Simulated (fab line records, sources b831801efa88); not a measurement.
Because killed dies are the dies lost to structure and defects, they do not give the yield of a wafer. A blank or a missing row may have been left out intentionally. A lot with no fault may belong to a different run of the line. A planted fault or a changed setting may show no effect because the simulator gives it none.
Struck lot and sound lot, side by side	flow gf180mcu	15 out of 602 route steps
Sound: these wafers, L994.1, L994.4, L994.6. Struck: wafers L999.3, L999.5 (left out: L999.2, a lot-mate that was not struck); the cause follows at the end.
For every step that has rows: the tool of each side, followed by ch and its chambers, followed by its first start. Under that, the readings that differ: sound wafers	struck wafers	difference of the means	sigmas: that difference in standard deviations of wafers without a fault.
alike: same words and numbers on both sides, and readings whose means sit less than 2 such deviations apart. not compared: any withheld reading, any reading some wafer has no value for, any bound like >300 that may hide the same value, and any number with overlapping values for which the record gives no deviation.
The two part at a step that has a row with sigmas, a row that says differs or no value, or rows on one side only. When numbers do not overlap yet have no deviation, they are printed without sigmas and do not part them. A reading missing from all wafers of one side parts the sides only when that side holds two or more wafers.

first, 1 step without rows for these wafers: GF_VT_IMPLANT_IMPLANT_19.
GF_VT_IMPLANT_STRIP_20: strips in O2/N2.
  sound on plasma-asher-03 ch 0,1, day 7 07:20; struck on plasma-asher-02 ch 0, day 9 00:25
  alike: chamber-pressure-mTorr, drypump-motor-current-A, heater-power-w, oes-product-au, strip-time-to-endpoint-s
  not compared: rf-hours-counter-h
GF_VT_IMPLANT_TW_MEAS_21:
  sound on film-metro-04 at day 7 07:26; struck on film-metro-04 at day 9 00:31
  alike: VT_IMPLANT_2_TW
then, 7 steps without rows for these wafers: GF_VT_IMPLANT_DEHYDRATE_22 (time 60 s); GF_VT_IMPLANT_HMDS_23 (prime time 60 s); GF_VT_IMPLANT_COAT_24 (resist thk 1000 nm); GF_VT_IMPLANT_SOFTBAKE_25 (time 60 s); GF_VT_IMPLANT_EXPOSE_26 (exposes mask LVPWELL HV AREA, target cd 860 nm); GF_VT_IMPLANT_PEB_27; GF_VT_IMPLANT_DEVELOP_28 (develop time 60 s).
GF_VT_IMPLANT_OVL_MEAS_29:
  sound on overlay-02 at day 7 23:28; struck on overlay-02 at day 9 18:01
  alike: VT_IMPLANT_02_OVL
following that, these wafers have no rows for 1 step: GF_VT_IMPLANT_IMPLANT_30.
GF_VT_IMPLANT_STRIP_31: strips in O2/N2.
  sound on plasma-asher-04 ch 1, day 7 23:38; struck on plasma-asher-04 ch 1, day 9 18:11
reading	sound	struck	difference	sigmas
chamber-pressure-mTorr (mTorr)	1499.9 1500.4 1500.8	1799.2 1799.1	+298.8	+99 or more
oes-product-au (a.u.)	0.702 0.708 0.711	0.720 0.736	+0.021	+5
strip-time-to-endpoint-s (s)	12.82 12.78 12.81	12.30 12.33	-0.49	-14
  alike: drypump-motor-current-A, heater-power-w
  not compared: rf-hours-counter-h
GF_VT_IMPLANT_TW_MEAS_32:
  sound on film-metro-03 at day 7 23:44; struck on film-metro-03 at day 9 18:18
  alike: VT_IMPLANT_3_TW
-- the record jumps here: 22 days lie between the struck wafers' starts before and after (it left off in module VT_IMPLANT and takes up again in module PASSIVATION, whose first step shown is number 602 of the route) --
GF_PASSIVATION_PROBE_99:
  record: rows for the struck wafers here (prober-01, day 32 02:43), none for the sound ones

WHERE THEY PART
Last at GF_PASSIVATION_PROBE_99 as far as this record goes, first at GF_VT_IMPLANT_STRIP_31.

WHY: whatever the simulator had introduced
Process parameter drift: plasma-asher-04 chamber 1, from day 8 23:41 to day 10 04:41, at GF_VT_IMPLANT_STRIP_31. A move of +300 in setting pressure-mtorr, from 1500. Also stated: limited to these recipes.
